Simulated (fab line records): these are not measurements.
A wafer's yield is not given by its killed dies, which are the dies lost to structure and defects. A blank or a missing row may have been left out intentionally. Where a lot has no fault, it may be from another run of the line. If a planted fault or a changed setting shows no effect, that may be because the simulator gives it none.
Problem report, 8D (eight disciplines) form, completed by code    flow sky130    the parts of the form that need people (team, actions taken, sign-off) are left out

## 1. WHAT IS WRONG
Mean of killedAtFrontEnd at SKY_PAD_OPEN_PROBE_99: 68 across 6 wafers in 2 lots; on wafers with no fault it is 16 (standard deviation 4.8). Measured from the usual mean, that is +11 standard deviations.
The first sign was on wafer L154.2 at day 50 02:28, on prober-01. At this step, 12 wafers from 4 lots have a number in the record. Rule for "out" (also "out of limits"): further than 4 standard deviations from the usual mean. The rest of the wafers with a number are treated as sound.

## 2. WHAT IT IS; WHAT IT IS NOT
question                     is                      is not
which readings at this step  killedAtFrontEnd        killed_at_M0_to_M3, killed_at_M4_up, killedAtOther, killedOpen, killedShort
which lots                   L154, L156              L137, L140
which wafers of those lots   all that have a number  -
read on which tools          prober-01, prober-02    -
when                         from day 50 02:28       up to then (6 sound wafers)

## 3. SUSPECTS, AND WHAT RULES EACH OUT
Counting: a tool at any process step up to the reading remains a suspect when it ran all the lots that are out and ran no sound lot after the first of those.
- lpcvd-01 at SKY_POLY_GATE_CVD_00 (deposits poly-Si, target thk 180 nm, time 720 s): kept. It processed each lot that is out, first L154 at day 20 13:41, and no sound lot thereafter; up to then, the last sound lot it processed was L140 at day 15 14:20.
Left after counting: lpcvd-01 at SKY_POLY_GATE_CVD_00.

## 4. THE CAUSE (what the simulator had put in)
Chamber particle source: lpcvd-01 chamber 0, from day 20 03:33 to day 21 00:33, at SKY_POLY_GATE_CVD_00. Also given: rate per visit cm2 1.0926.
Counting left only this tool.

## 5. THE CHAIN OF EFFECTS, in route order
One row per reading whose mean, taken over the struck wafers that have a number, lies over 3 standard deviations from the usual. Only readings whose record carries a usual standard deviation are examined. hours: median over the lots of the time between each lot's start at the first step of this table that gives one and its start at this step. sigmas: the change, counted in usual standard deviations.
hours  step                   reading           usual  on struck wafers  change  sigmas
0      SKY_PAD_OPEN_PROBE_99  killedAtFrontEnd  16     68                +52     +11
0      SKY_PAD_OPEN_PROBE_99  killedDies        89     134               +44     +4.5
Process steps it contains:
- SKY_PAD_OPEN_PROBE_99

## 6. HOW IT WOULD HAVE BEEN CAUGHT EARLIER
The fault began at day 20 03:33; the first out-of-limits reading in this record came at day 50 02:28, 719 hours later.
An alarm limit of 4 standard deviations would not have fired on the tool readings at SKY_POLY_GATE_CVD_00 for which the record gives a usual standard deviation, since none of them was out on any struck wafer.
Each of the lots that are out, 2 in all, had begun SKY_POLY_GATE_CVD_00 on lpcvd-01 no later than day 50 02:28. Holding the tool at that point would not have protected any of them.
